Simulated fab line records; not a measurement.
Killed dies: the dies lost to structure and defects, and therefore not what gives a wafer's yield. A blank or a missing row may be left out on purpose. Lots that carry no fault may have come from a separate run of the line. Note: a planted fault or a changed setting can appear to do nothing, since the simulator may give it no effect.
A single fault, viewed from 2 desks ; flow gf180mcu ; what lay behind the numbers comes last; until then each desk has only its own

FROM THE METROLOGY DESK
Lot by lot, what the gauges showed, no matter which tool ran the lot: averages of those sampled wafers that carry a number. A lot is out of limits, marked OUT, if its mean lies more than 4 standard deviations from the usual mean; the brackets give that distance.
Columns: A = STI_OXIDATION_02_THK at GF_STI_THK_MEAS_30, usual 9.99 nm
lot;first seen here;A
L270;day 2 23:36;9.99
L271;day 3 03:17;10.08
L273;day 3 15:07;9.77
L276;day 4 04:25;10.32
L281;day 5 05:49;10.04
L282;day 5 10:10;10.00
L283;day 5 16:36;9.85
L284;day 5 21:56;10.27
L285;day 6 02:04;9.98
L286;day 6 07:49;9.96
L287;day 6 15:09;9.80
L288;day 6 17:55;9.85
L289;day 6 23:56;9.82
L290;day 7 05:35;10.08
Finding of this desk: none of the 14 lots has anything out of limits.

AT THE TOOL OWNER'S DESK: litho-track-04
The tool's own readings at GF_POLY_GATE_DEVELOP_09 (develop time 60 s): means of the sampled wafers that have a number, for each lot that ran on this tool. A lot is out of limits, marked OUT, if its mean lies more than 4 standard deviations from the usual mean; the brackets give that distance.
Columns: A = chill-plate-temp-C at GF_POLY_GATE_DEVELOP_09, usual 23.00 C; B = exhaust-pa at GF_POLY_GATE_DEVELOP_09, usual 44.9 Pa
lot;first seen here;A;B
L270;day 10 04:11;22.92;45.0
L273;day 10 23:11;23.03;45.4
L284;day 14 03:49;23.04;44.5
L286;day 14 20:13;22.99;45.5
Finding of this desk: none of the 4 lots has anything out of limits.

TAKEN TOGETHER
At the metrology desk, nothing out of limits was observed.
The desk of the tool owner found nothing out of limits.

WHAT THE SIMULATOR PUT IN
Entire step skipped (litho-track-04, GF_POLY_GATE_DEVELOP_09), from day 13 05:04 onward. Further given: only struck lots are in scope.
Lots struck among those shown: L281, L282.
